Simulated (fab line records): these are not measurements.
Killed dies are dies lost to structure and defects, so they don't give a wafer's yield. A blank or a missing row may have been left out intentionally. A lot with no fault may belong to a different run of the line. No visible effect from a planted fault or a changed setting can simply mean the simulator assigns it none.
fab line records	flow sky130
[record] lots = 24	wafers = 72	last_day = 52
route steps=708 shown CAP2M@615 METAL4@631 VIA4@641 METAL5@675
lots untouched by any fault: they come from a run of this same line in which no faults occurred
start_h: the number of hours between the record's first day and the start of the first shown wafer of the lot	wait_h: hours elapsed since this lot's preceding step	" unchanged from the row above	L1.1+2: one row covering several wafers at once	- either no value or no given start	* or withheld: withheld	< > ~ a bound
route shown NAME@n: a module of which the file shows steps, and the number in the route of the first	usual: the fault-free wafers' mean and standard deviation	same: alike in all rows	chamber/n: place in a boat	sites: each site's reading	_std_site: the values' standard deviation	_edge_site: outer sites' mean less inner sites'	radius_mm: for every site, how far away it sits from the centre of the wafer	mask NAME#n: copy n	behind: the tool/chamber that last shaped the wafer	hold: reason for holding the lot/hours on hold/outcome of the hold	device: transistor that didn't switch, given as n, p or np	end of line: the same wafers' tests at the end of the route	for a step that has no rows: nothing shown but its recipe	killed: dies that structure and defects cost at the first sort, which is not the same as the wafer's yield	map: shows each die of a wafer: x if killed, . if not, _ if none is there
set.NAME: the setting as run; set.NAME@STEP: as run at that earlier step	model.NAME: the simulator's own value behind a step, which no gauge read
a sample of lots followed through the steps of the route, with each step as a table and each wafer as a row
services: the hour from which a tool's chamber was out of use, counted from the record's first day as start_h (under 0 if before that day), plus the number of hours and why
[[steps]]
[step SKY_CAP2M_OVL_MEAS_12]
[usual] CAP2M_OVL = 0.2/1.8
lot.wafer	tool	chamber	start_h	wait_h	CAP2M_OVL[nm]
L074.1	overlay-01	-	993.45	0.1	-1.0
L074.4	"	-	"	"	0.9
L074.5	"	-	"	"	-1.4
L075.2	overlay-02	-	997.46	0.1	-1.5
L075.3	"	-	"	"	-1.5
L075.4	"	-	"	"	0.3
L076.4	overlay-02	-	1015.76	0.1	-1.4
L076.5	"	-	"	"	-1.5
L076.6	"	-	"	"	-0.3
L077.3	overlay-01	-	1026.56	0.1	2.4
L077.4	"	-	"	"	3.5
L077.6	"	-	"	"	2.4
L078.4	overlay-02	-	1032.86	0.1	0.3
L078.5	"	-	"	"	0.9
L078.6	"	-	"	"	-1.2
L079.1	overlay-01	-	1037.84	0.1	1.4
L079.3	"	-	"	"	0.9
L079.4	"	-	"	"	0.9
L080.1	overlay-01	-	1041.19	0.1	4.2
L080.2	"	-	"	"	2.6
L080.5	"	-	"	"	3.0
L081.1	overlay-01	-	1050.64	0.1	3.3
L081.2	"	-	"	"	3.0
L081.6	"	-	"	"	3.4
L082.1	overlay-01	-	1052.09	0.1	1.3
L082.2	"	-	"	"	0.5
L082.5	"	-	"	"	0.3
L083.1	overlay-01	-	1064.49	0.1	0.1
L083.5	"	-	"	"	-1.6
L083.6	"	-	"	"	-1.8
L084.1	overlay-02	-	1065.74	0.1	0.5
L084.3	"	-	"	"	-0.7
L084.5	"	-	"	"	0.2
L085.1	overlay-02	-	1079.29	0.1	-3.5
L085.3	"	-	"	"	-4.6
L085.4	"	-	"	"	-3.0
L086.2	overlay-02	-	1079.76	0.1	-1.6
L086.3	"	-	"	"	-0.7
L086.4	"	-	"	"	-1.9
L087.4	overlay-02	-	1089.32	0.1	-1.8
L087.5	"	-	"	"	-1.2
L087.6	"	-	"	"	-1.2
L088.1	overlay-01	-	1093.24	0.1	0.9
L088.2	"	-	"	"	0.5
L088.5	"	-	"	"	1.5
L089.1	overlay-02	-	1098.14	0.1	-2.7
L089.4	"	-	"	"	-2.8
L089.6	"	-	"	"	-2.6
L090.1	overlay-02	-	1108.10	0.1	-0.6
L090.2	"	-	"	"	0.4
L090.6	"	-	"	"	0.9
L091.1	overlay-01	-	1117.70	0.1	-0.7
L091.2	"	-	"	"	0.0
L091.5	"	-	"	"	0.1
L093.1	overlay-02	-	1123.35	0.1	2.3
L093.2	"	-	"	"	2.5
L093.5	"	-	"	"	2.7
L092.2	overlay-02	-	1126.50	0.1	1.8
L092.4	"	-	"	"	0.8
L092.5	"	-	"	"	1.2
L094.1	overlay-01	-	1130.54	0.1	3.4
L094.4	"	-	"	"	1.5
L094.5	"	-	"	"	2.9
L095.2	overlay-01	-	1137.95	0.1	1.3
L095.3	"	-	"	"	-1.7
L095.6	"	-	"	"	-1.2
L096.2	overlay-02	-	1140.45	0.1	0.0
L096.3	"	-	"	"	-0.4
L096.6	"	-	"	"	-1.0
L097.1	overlay-02	-	1144.64	0.1	0.1
L097.3	"	-	"	"	0.3
L097.6	"	-	"	"	0.0
[step SKY_CAP2M_STRIP_14]
[recipe] chemistry = O2/N2	power_w = 1400	pressure_mtorr = 1500	platen_temp_c = withheld	o2_flow_sccm = 3000	n2_flow_sccm = 300	overash_fraction = 0.5
[usual] drypump_motor_current_A = 5.8/0.45	n2_flow_sccm = 300.1/0.95	o2_flow_sccm = 3001/8.9	oes_product_au = 0.710/0.0049	strip_time_to_endpoint_s = 12.67/0.049
lot.wafer	tool	chamber	start_h	wait_h	drypump_motor_current_A	n2_flow_sccm	o2_flow_sccm	oes_product_au	rf_hours_counter_h	strip_time_to_endpoint_s
L074.1	plasma_asher-03	0	993.56	0.1	5.0	302.0	2994	0.719	55	12.62
L074.4	"	1	"	"	6.6	299.7	3010	0.709	-	12.67
L074.5	"	0	"	"	5.0	300.2	2997	0.711	-	12.67
L075.2	plasma_asher-04	1	997.56	0.1	5.7	299.5	3005	0.713	89	12.64
L075.3	"	0	"	"	6.1	297.6	2995	0.719	-	12.67
L075.4	"	1	"	"	5.7	300.0	2997	0.717	-	12.68
L076.4	plasma_asher-02	1	1015.89	0.1	6.0	300.5	3002	0.707	-	12.72
L076.5	"	1	"	"	6.0	300.4	2976	0.715	-	12.58
L076.6	"	0	"	"	5.6	298.7	3009	0.711	-	12.65
L077.3	plasma_asher-02	0	1026.70	0.1	5.6	300.5	3012	0.705	-	12.74
L077.4	"	1	"	"	6.0	300.7	2998	0.711	-	12.74
L077.6	"	0	"	"	5.6	298.7	2982	0.715	-	12.68
L078.4	plasma_asher-02	1	1032.99	0.1	6.0	298.0	3007	0.711	-	12.72
L078.5	"	0	"	"	5.6	301.4	3017	0.711	-	12.66
L078.6	"	1	"	"	6.0	298.5	2995	0.705	-	12.67
L079.1	plasma_asher-03	0	1037.96	0.1	5.0	300.9	3004	0.713	59	12.65
L079.3	"	1	"	"	6.7	300.5	3007	0.711	-	12.63
L079.4	"	0	"	"	5.0	300.7	2990	0.720	-	12.72
L080.1	plasma_asher-02	1	1041.31	0.1	6.0	299.6	3000	0.720	29	12.66
L080.2	"	0	"	"	5.5	300.3	3004	0.710	29	12.69
L080.5	"	1	"	"	6.0	299.6	2990	0.706	-	12.70
L081.1	plasma_asher-03	0	1050.76	0.1	5.0	299.9	3007	0.706	60	12.65
L081.2	"	1	"	"	6.7	299.7	2979	0.714	60	12.65
L081.6	"	1	"	"	6.7	300.1	2993	0.705	-	12.61
L082.1	plasma_asher-04	1	1052.21	0.1	5.7	301.9	3003	0.701	95	12.66
L082.2	"	0	"	"	6.1	299.9	3007	0.708	95	12.63
L082.5	"	0	"	"	6.1	300.4	2993	0.709	-	12.64
L083.1	plasma_asher-02	0	1064.61	0.1	5.6	300.2	3014	0.723	32	12.67
L083.5	"	0	"	"	5.6	299.4	3013	0.712	-	12.60
L083.6	"	1	"	"	6.0	300.6	3006	0.708	-	12.61
L084.1	plasma_asher-03	0	1065.86	0.1	5.0	301.5	3010	0.708	62	12.60
L084.3	"	0	"	"	5.0	300.8	3005	0.715	-	12.62
L084.5	"	0	"	"	5.0	302.0	3003	0.703	-	12.63
L085.1	plasma_asher-04	0	1079.41	0.1	6.0	301.4	2986	0.713	97	12.69
L085.3	"	0	"	"	6.0	300.9	3002	0.708	-	12.69
L085.4	"	1	"	"	5.7	298.5	2994	0.709	-	12.71
L086.2	plasma_asher-04	1	1079.87	0.1	5.7	301.9	2992	0.712	97	12.66
L086.3	"	0	"	"	6.1	301.2	2996	0.712	-	12.68
L086.4	"	1	"	"	5.7	301.3	2996	0.718	-	12.62
L087.4	plasma_asher-02	0	1089.45	0.1	5.6	300.0	2993	0.711	-	12.56
L087.5	"	1	"	"	6.0	300.3	3003	0.712	-	12.57
L087.6	"	0	"	"	5.6	300.6	2999	0.715	-	12.62
L088.1	plasma_asher-03	1	1093.36	0.1	6.7	298.6	2994	0.713	65	12.54
L088.2	"	0	"	"	5.0	301.3	3019	0.706	65	12.60
L088.5	"	0	"	"	5.0	299.8	3009	0.712	-	12.57
L089.1	plasma_asher-04	1	1098.26	0.1	5.7	300.8	3004	0.704	99	12.67
L089.4	"	0	"	"	6.0	299.7	3001	0.712	-	12.60
L089.6	"	1	"	"	5.7	300.2	3005	0.714	-	12.68
L090.1	plasma_asher-02	1	1108.22	0.1	6.0	300.9	2999	0.711	36	12.58
L090.2	"	0	"	"	5.6	300.0	3014	0.711	36	12.67
L090.6	"	1	"	"	6.0	300.5	3001	0.721	-	12.59
L091.1	plasma_asher-03	0	1117.82	0.1	5.0	299.3	2999	0.705	67	12.66
L091.2	"	1	"	"	6.7	300.0	3005	0.711	67	12.70
L091.5	"	0	"	"	5.0	299.5	2998	0.712	-	12.67
L093.1	plasma_asher-04	1	1123.47	0.1	5.7	299.5	3004	0.714	102	12.61
L093.2	"	0	"	"	6.0	302.0	2981	0.704	102	12.68
L093.5	"	0	"	"	6.1	299.9	2992	0.708	-	12.58
L092.2	plasma_asher-02	0	1126.61	0.1	5.6	300.5	3013	0.722	37	12.71
L092.4	"	0	"	"	5.6	299.1	3004	0.706	-	12.71
L092.5	"	0	"	"	5.6	299.3	3009	0.702	-	12.70
L094.1	plasma_asher-04	0	1130.66	0.1	6.0	298.3	3006	0.711	102	12.75
L094.4	"	1	"	"	5.7	300.6	3007	0.711	-	12.75
L094.5	"	1	"	"	5.7	299.6	2979	0.707	-	12.74
L095.2	plasma_asher-02	1	1138.06	0.1	6.0	300.0	2999	0.712	39	12.70
L095.3	"	0	"	"	5.5	301.9	3011	0.712	-	12.72
L095.6	"	1	"	"	6.0	300.8	2988	0.704	-	12.69
L096.2	plasma_asher-04	0	1140.56	0.1	6.1	301.4	3006	0.706	104	12.77
L096.3	"	1	"	"	5.7	300.3	3002	0.717	-	12.74
L096.6	"	1	"	"	5.7	300.0	2997	0.718	-	12.73
L097.1	plasma_asher-04	0	1144.76	0.1	6.0	299.7	3009	0.713	104	12.73
L097.3	"	0	"	"	6.0	299.2	3009	0.710	-	12.66
L097.6	"	1	"	"	5.7	298.7	2994	0.704	-	12.69
[step SKY_METAL4_DESCUM_15]
[recipe] chemistry = O2	source_power_w = 150	bias_power_w = 0	pressure_mtorr = 10	temp_c = 40	time_s = 8
[usual] drypump_motor_current_A = 6.0/0.42	oes_product_au = 1.002/0.012	temp_c = 40.00/0.11
lot.wafer	tool	chamber	start_h	wait_h	drypump_motor_current_A	oes_product_au	rf_hours_counter_h	temp_c
L074.1	rie_metal-03	1	1017.95	0.0	6.6	1.018	16	40.27
L074.4	"	1	"	"	6.6	1.013	-	40.23
L074.5	"	1	"	"	6.6	1.004	-	40.17
L075.2	rie_metal-01	0	1021.66	0.0	5.2	0.994	14	39.99
L075.3	"	1	"	"	6.0	0.989	-	39.97
L075.4	"	0	"	"	5.2	0.998	-	40.14
L076.4	rie_metal-03	0	1040.17	0.0	5.9	0.991	-	40.10
L076.5	"	1	"	"	6.6	1.009	-	39.98
L076.6	"	0	"	"	5.9	0.988	-	40.02
L077.3	rie_metal-04	0	1051.16	0.0	6.2	0.990	-	40.01
L077.4	"	1	"	"	5.7	1.013	-	40.05
L077.6	"	1	"	"	5.7	1.004	-	39.87
L078.4	rie_metal-03	0	1057.22	0.0	5.9	1.000	-	40.20
L078.5	"	0	"	"	5.9	0.990	-	39.87
L078.6	"	1	"	"	6.6	1.009	-	40.06
L079.1	rie_metal-04	1	1061.75	0.0	5.8	1.018	21	39.80
L079.3	"	1	"	"	5.7	1.009	-	39.71
L079.4	"	0	"	"	6.2	1.003	-	39.98
L080.1	rie_metal-04	0	1064.96	0.0	6.2	1.001	15	39.89
L080.2	"	1	"	"	5.8	1.008	22	40.14
L080.5	"	0	"	"	6.2	0.997	-	39.99
L081.1	rie_metal-04	0	1074.40	0.0	6.2	1.009	15	39.99
L081.2	"	1	"	"	5.7	1.007	22	39.96
L081.6	"	1	"	"	5.7	1.011	-	40.14
L082.1	rie_metal-03	0	1075.10	0.0	5.9	0.982	4	40.05
L082.2	"	1	"	"	6.6	1.003	20	40.04
L082.5	"	0	"	"	5.9	0.988	-	40.07
L083.1	rie_metal-01	0	1087.71	0.0	5.2	1.006	18	39.93
L083.5	"	1	"	"	6.1	1.009	-	40.00
L083.6	"	0	"	"	5.2	1.014	-	39.88
L084.1	rie_metal-04	1	1089.16	0.0	5.7	1.005	24	40.03
L084.3	"	0	"	"	6.2	0.991	-	40.03
L084.5	"	1	"	"	5.7	1.002	-	39.99
L085.1	rie_metal-03	1	1102.66	0.0	6.6	1.024	21	40.13
L085.3	"	1	"	"	6.6	1.011	-	39.94
L085.4	"	1	"	"	6.6	1.016	-	39.94
L086.2	rie_metal-01	1	1102.77	0.0	6.1	1.003	22	40.21
L086.3	"	0	"	"	5.2	1.000	-	40.14
L086.4	"	1	"	"	6.1	1.001	-	40.05
L087.4	rie_metal-03	0	1112.27	0.0	5.9	0.987	-	39.91
L087.5	"	0	"	"	5.9	0.990	-	39.99
L087.6	"	1	"	"	6.6	1.017	-	40.10
L088.1	rie_metal-04	0	1115.30	0.0	6.2	1.000	19	39.98
L088.2	"	1	"	"	5.7	1.012	26	40.13
L088.5	"	0	"	"	6.2	0.995	-	39.98
L089.1	rie_metal-01	1	1120.60	0.0	6.1	0.980	23	39.88
L089.4	"	1	"	"	6.1	0.984	-	40.04
L089.6	"	0	"	"	5.2	1.001	-	39.96
L090.1	rie_metal-03	1	1130.00	0.0	6.6	1.013	23	39.96
L090.2	"	0	"	"	5.9	0.997	6	40.09
L090.6	"	0	"	"	5.9	0.984	-	40.14
L091.1	rie_metal-03	0	1139.25	0.0	5.9	0.988	7	40.00
L091.2	"	1	"	"	6.6	1.008	24	40.07
L091.5	"	1	"	"	6.6	1.013	-	40.08
L093.1	rie_metal-04	0	1144.96	0.0	6.2	1.006	21	39.77
L093.2	"	1	"	"	5.7	1.011	28	39.98
L093.5	"	1	"	"	5.7	1.021	-	40.01
L092.2	rie_metal-03	1	1147.70	0.0	6.6	1.009	25	40.17
L092.4	"	1	"	"	6.6	1.008	-	39.95
L092.5	"	1	"	"	6.6	1.014	-	39.80
L094.1	rie_metal-01	1	1151.60	0.0	6.1	0.984	26	40.06
L094.4	"	1	"	"	6.1	0.983	-	40.04
L094.5	"	0	"	"	5.2	1.004	-	40.11
L095.2	rie_metal-03	0	1159.20	0.0	5.9	0.990	8	39.95
L095.3	"	0	"	"	5.9	0.982	-	39.85
L095.6	"	1	"	"	6.6	1.012	-	40.00
L096.2	rie_metal-04	0	1161.60	0.0	6.2	1.003	23	39.93
L096.3	"	1	"	"	5.7	1.015	-	40.12
L096.6	"	0	"	"	6.2	1.001	-	40.07
L097.1	rie_metal-01	0	1165.21	0.0	5.2	0.993	23	40.11
L097.3	"	0	"	"	5.2	1.006	-	40.16
L097.6	"	1	"	"	6.1	0.991	-	40.02
[step SKY_METAL4_ETCH_17]
[recipe] target = SiO2	stop_on = TiN	chemistry = C4F8/O2/Ar	source_w = 1500	bias_w = 1200	pressure_mtorr = 40	c4f8_flow_sccm = withheld	O2_flow_sccm = 6	Ar_flow_sccm = 300	time_s = 3.9	target_depth_a = 150
[usual] oes_product_au = 0.756/0.0065
lot.wafer	tool	chamber	start_h	wait_h	oes_product_au	rf_hours_counter_h
L074.1	rie_diel-01	3	1018.08	0.1	0.751	3
L074.4	"	1	"	"	0.757	-
L074.5	"	3	"	"	0.755	-
L075.2	rie_diel-01	3	1021.79	0.1	0.764	3
L075.3	"	1	"	"	0.753	15
L075.4	"	3	"	"	0.753	-
L076.4	rie_diel-04	1	1040.30	0.0	0.765	-
L076.5	"	0	"	"	0.762	-
L076.6	"	2	"	"	0.756	-
L077.3	rie_diel-03	3	1051.28	0.0	0.755	10
L077.4	"	2	"	"	0.748	11
L077.6	"	0	"	"	0.754	-
L078.4	rie_diel-01	0	1057.34	0.0	0.756	21
L078.5	"	3	"	"	0.759	-
L078.6	"	2	"	"	0.755	-
L079.1	rie_diel-01	2	1061.88	0.1	0.752	18
L079.3	"	3	"	"	0.746	4
L079.4	"	1	"	"	0.758	17
L080.1	rie_diel-03	2	1065.09	0.1	0.748	12
L080.2	"	3	"	"	0.753	10
L080.5	"	1	"	"	0.762	-
L081.1	rie_diel-04	3	1074.53	0.1	0.749	17
L081.2	"	0	"	"	0.751	20
L081.6	"	3	"	"	0.750	-
L082.1	rie_diel-03	3	1075.23	0.1	0.759	10
L082.2	"	0	"	"	0.748	12
L082.5	"	0	"	"	0.754	-
L083.1	rie_diel-01	1	1087.84	0.1	0.744	17
L083.5	"	1	"	"	0.760	-
L083.6	"	2	"	"	0.765	-
L084.1	rie_diel-04	2	1089.29	0.1	0.748	1
L084.3	"	0	"	"	0.755	21
L084.5	"	2	"	"	0.758	-
L086.2	rie_diel-04	3	1102.90	0.1	0.739	18
L086.3	"	1	"	"	0.758	21
L086.4	"	0	"	"	0.758	21
L085.1	rie_diel-03	3	1102.92	0.2	0.754	11
L085.3	"	1	"	"	0.750	23
L085.4	"	0	"	"	0.762	13
L087.4	rie_diel-04	2	1112.39	0.0	0.769	1
L087.5	"	0	"	"	0.756	-
L087.6	"	1	"	"	0.759	-
L088.1	rie_diel-04	1	1115.43	0.1	0.753	22
L088.2	"	0	"	"	0.758	22
L088.5	"	0	"	"	0.761	-
L089.1	rie_diel-01	1	1120.73	0.1	0.753	18
L089.4	"	2	"	"	0.753	20
L089.6	"	1	"	"	0.748	-
L090.1	rie_diel-03	1	1130.13	0.1	0.759	24
L090.2	"	0	"	"	0.756	13
L090.6	"	3	"	"	0.753	-
L091.1	rie_diel-03	0	1139.38	0.1	0.760	14
L091.2	"	3	"	"	0.764	12
L091.5	"	1	"	"	0.752	-
L093.1	rie_diel-04	1	1145.09	0.1	0.753	23
L093.2	"	3	"	"	0.739	19
L093.5	"	1	"	"	0.756	-
L092.2	rie_diel-03	0	1147.83	0.1	0.743	14
L092.4	"	1	"	"	0.753	24
L092.5	"	2	"	"	0.759	-
L094.1	rie_diel-04	3	1151.73	0.1	0.746	19
L094.4	"	3	"	"	0.763	-
L094.5	"	1	"	"	0.760	-
L095.2	rie_diel-01	2	1159.33	0.1	0.759	21
L095.3	"	3	"	"	0.762	8
L095.6	"	1	"	"	0.769	-
L096.2	rie_diel-03	2	1161.73	0.1	0.760	15
L096.3	"	1	"	"	0.764	25
L096.6	"	0	"	"	0.763	-
L097.1	rie_diel-03	0	1165.34	0.1	0.753	15
L097.3	"	2	"	"	0.753	15
L097.6	"	0	"	"	0.761	-
[step SKY_VIA4_CMP_02]
[recipe] material = SiO2	down_force_psi = 4	platen_rpm = 60	pad_velocity_m_s = 0.94248
[usual] motor_current_A = 11.6/1.1
lot.wafer	tool	chamber	start_h	wait_h	motor_current_A
L074.4	cmp-01	2	1019.17	0.0	10.6
L074.1	"	0	"	"	11.0
L074.5	"	2	"	"	10.9
L075.2	cmp-01	1	1022.95	0.1	12.3
L075.3	"	2	"	"	10.7
L075.4	"	0	"	"	10.6
L076.4	cmp-01	1	1041.43	0.1	12.6
L076.6	"	3	"	"	13.5
L076.5	"	0	"	"	10.6
L077.4	cmp-02	0	1052.45	0.1	10.5
L077.3	"	2	"	"	11.3
L077.6	"	0	"	"	10.9
L078.4	cmp-01	0	1058.37	0.0	10.6
L078.6	"	0	"	"	10.8
L078.5	"	1	"	"	13.0
L079.3	cmp-02	2	1063.00	0.0	11.5
L079.4	"	3	"	"	11.2
L079.1	"	1	"	"	11.8
L080.2	cmp-02	2	1066.27	0.1	10.8
L080.1	"	3	"	"	11.5
L080.5	"	1	"	"	12.7
L081.1	cmp-01	3	1075.56	0.1	13.7
L081.2	"	2	"	"	10.3
L081.6	"	0	"	"	10.8
L082.1	cmp-01	2	1076.31	0.1	10.1
L082.2	"	3	"	"	14.0
L082.5	"	1	"	"	12.7
L083.1	cmp-01	0	1088.91	0.1	10.6
L083.6	"	0	"	"	10.6
L083.5	"	1	"	"	13.4
L084.3	cmp-02	2	1090.31	0.0	11.2
L084.1	"	0	"	"	10.5
L084.5	"	2	"	"	10.9
L085.4	cmp-01	3	1103.98	0.0	13.3
L085.1	"	0	"	"	10.6
L085.3	"	1	"	"	12.5
L086.3	cmp-02	1	1103.99	0.1	11.0
L086.4	"	2	"	"	10.9
L086.2	"	3	"	"	11.6
L087.4	cmp-01	1	1113.52	0.1	13.1
L087.5	"	3	"	"	14.0
L087.6	"	0	"	"	10.6
L088.2	cmp-01	3	1116.56	0.1	13.3
L088.1	"	0	"	"	9.7
L088.5	"	2	"	"	10.6
L089.1	cmp-02	1	1121.81	0.1	11.6
L089.4	"	2	"	"	11.2
L089.6	"	1	"	"	12.2
L090.2	cmp-02	3	1131.16	0.0	11.0
L090.1	"	0	"	"	11.4
L090.6	"	3	"	"	11.6
L091.2	cmp-02	2	1140.57	0.2	10.9
L091.1	"	3	"	"	11.2
L091.5	"	0	"	"	11.0
L093.1	cmp-02	3	1146.43	0.4	10.7
L093.2	"	2	"	"	10.5
L093.5	"	3	"	"	11.6
L092.4	cmp-02	3	1148.97	0.1	12.0
L092.2	"	0	"	"	9.8
L092.5	"	1	"	"	12.0
L094.4	cmp-02	3	1152.76	0.0	10.8
L094.1	"	0	"	"	10.5
L094.5	"	0	"	"	10.5
L095.2	cmp-01	1	1160.41	0.1	13.4
L095.3	"	2	"	"	10.6
L095.6	"	0	"	"	10.6
L096.2	cmp-01	2	1162.76	0.0	10.5
L096.3	"	0	"	"	11.0
L096.6	"	2	"	"	10.6
L097.3	cmp-02	0	1166.50	0.1	10.4
L097.1	"	2	"	"	10.7
L097.6	"	1	"	"	11.9
[step SKY_METAL5_DESCUM_14]
[recipe] chemistry = O2	source_power_w = 150	bias_power_w = 0	pressure_mtorr = 10	temp_c = 40	time_s = 11
[usual] drypump_motor_current_A = 6.1/0.31	oes_product_au = 1.005/0.01	temp_c = 39.99/0.12
lot.wafer	tool	chamber	start_h	wait_h	drypump_motor_current_A	oes_product_au	rf_hours_counter_h	temp_c
L074.1	rie_metal-04	0	1066.04	0.1	6.2	0.996	15	40.12
L074.4	"	1	"	"	5.8	1.012	-	40.05
L074.5	"	0	"	"	6.1	1.007	-	40.10
L075.2	rie_metal-03	1	1070.94	0.1	6.6	1.009	20	39.77
L075.3	"	0	"	"	5.9	0.997	-	39.95
L075.4	"	1	"	"	6.6	1.018	-	40.06
L076.4	rie_metal-02	0	1088.01	0.1	5.8	0.993	-	40.01
L076.5	"	1	"	"	6.1	1.008	-	39.86
L076.6	"	0	"	"	5.8	1.001	-	39.99
L077.3	rie_metal-03	0	1098.66	0.1	5.9	0.991	-	40.04
L077.4	"	1	"	"	6.6	1.013	-	39.96
L077.6	"	0	"	"	5.9	0.988	-	40.05
L078.4	rie_metal-03	1	1104.43	0.1	6.6	1.018	-	39.96
L078.5	"	1	"	"	6.6	1.008	-	39.97
L078.6	"	1	"	"	6.6	1.001	-	39.84
L079.1	rie_metal-04	0	1108.89	0.1	6.1	0.993	19	39.92
L079.3	"	1	"	"	5.7	1.011	-	39.94
L079.4	"	0	"	"	6.2	0.988	-	39.99
L080.1	rie_metal-02	0	1111.74	0.1	5.8	1.008	15	40.11
L080.2	"	1	"	"	6.1	1.014	19	39.88
L080.5	"	0	"	"	5.8	0.998	-	40.18
L081.1	rie_metal-02	1	1120.44	0.1	6.1	1.013	19	39.94
L081.2	"	0	"	"	5.8	1.006	16	40.09
L081.6	"	0	"	"	5.8	1.007	-	39.92
L082.1	rie_metal-03	1	1121.49	0.1	6.6	1.010	23	39.87
L082.2	"	0	"	"	5.9	1.000	5	40.00
L082.5	"	0	"	"	5.9	0.987	-	40.00
L083.1	rie_metal-04	1	1132.89	0.1	5.7	0.995	27	39.91
L083.5	"	0	"	"	6.2	0.993	-	40.09
L083.6	"	1	"	"	5.7	1.009	-	39.87
L084.1	rie_metal-03	0	1135.14	0.1	5.9	0.980	6	39.81
L084.3	"	1	"	"	6.6	1.009	-	39.99
L084.5	"	1	"	"	6.6	1.003	-	39.99
L086.2	rie_metal-03	1	1146.09	0.1	6.6	0.999	24	39.99
L086.3	"	1	"	"	6.6	1.017	-	39.95
L086.4	"	0	"	"	5.9	0.981	-	39.94
L085.1	rie_metal-04	1	1146.74	0.1	5.7	1.016	28	39.96
L085.3	"	1	"	"	5.7	1.011	-	40.13
L085.4	"	0	"	"	6.2	0.999	-	40.08
L087.4	rie_metal-04	0	1156.16	0.1	6.2	0.998	-	40.08
L087.5	"	1	"	"	5.7	1.006	-	39.82
L087.6	"	0	"	"	6.2	1.000	-	40.13
L088.1	rie_metal-04	1	1159.69	0.1	5.7	1.008	30	40.09
L088.2	"	0	"	"	6.2	0.998	23	39.97
L088.5	"	1	"	"	5.8	0.999	-	40.02
L089.1	rie_metal-03	1	1164.00	0.1	6.6	1.024	26	40.26
L089.4	"	1	"	"	6.6	1.016	-	40.04
L089.6	"	0	"	"	6.0	0.995	-	40.06
L090.1	rie_metal-04	0	1172.74	0.1	6.2	1.004	24	40.01
L090.2	"	1	"	"	5.7	1.013	31	39.98
L090.6	"	0	"	"	6.2	1.004	-	39.87
L091.1	rie_metal-02	0	1181.54	0.1	5.8	0.998	20	40.05
L091.2	"	1	"	"	6.1	1.005	24	39.85
L091.5	"	0	"	"	5.8	1.007	-	39.95
L093.1	rie_metal-03	0	1186.99	0.1	5.9	0.993	11	39.85
L093.2	"	1	"	"	6.6	1.019	28	39.96
L093.5	"	0	"	"	5.9	0.995	-	39.95
L092.2	rie_metal-02	0	1188.10	0.1	5.8	1.007	21	39.94
L092.4	"	0	"	"	5.8	1.005	-	39.90
L092.5	"	1	"	"	6.1	1.007	-	40.14
L094.1	rie_metal-02	0	1192.49	0.1	5.8	1.015	22	39.87
L094.4	"	0	"	"	5.8	1.006	-	39.91
L094.5	"	0	"	"	5.8	1.006	-	39.86
L095.2	rie_metal-02	0	1199.16	0.1	5.9	0.999	-	40.03
L095.3	"	0	"	"	5.8	1.002	-	40.03
L095.6	"	0	"	"	5.8	1.001	-	40.02
L096.2	rie_metal-03	1	1201.70	0.1	6.6	1.030	29	40.27
L096.3	"	0	"	"	5.9	0.994	-	40.16
L096.6	"	1	"	"	6.6	1.025	-	40.05
L097.1	rie_metal-04	1	1204.25	0.1	5.7	1.011	34	39.82
L097.3	"	0	"	"	6.2	1.003	-	40.22
L097.6	"	1	"	"	5.7	1.010	-	39.91
[[services]]
tool	chamber	start_h	hours	kind
rie_metal-04	-	984.08	0.1	repair
cmp-01	-	1015.03	1.7	repair
cmp-02	-	1016.83	10.2	pm
rie_diel-01	0	1016.83	21.2	repair
rie_diel-03	2	1018.99	2.5	repair
plasma_asher-04	-	1030.15	1.7	repair
rie_diel-04	3	1036.15	5.4	repair
rie_diel-03	2	1041.60	8.4	repair
cmp-02	-	1050.87	0.5	repair
rie_diel-03	0	1059.34	14.8	repair
rie_diel-03	3	1070.42	1.5	repair
plasma_asher-04	-	1074.71	1.3	repair
plasma_asher-02	-	1078.47	2.8	pm
rie_metal-03	-	1080.31	14.6	pm
cmp-01	-	1084.26	4.0	pm
rie_diel-03	2	1088.00	5.4	repair
plasma_asher-04	-	1096.97	0.4	repair
rie_metal-03	0	1099.71	6.9	repair
rie_diel-03	-	1121.72	0.6	repair
cmp-01	-	1143.98	5.1	pm
cmp-02	-	1153.50	4.8	pm
plasma_asher-02	-	1154.68	0.9	repair
rie_diel-03	2	1175.57	26.8	repair
plasma_asher-04	-	1192.84	12.0	pm
[[key]]
fault none
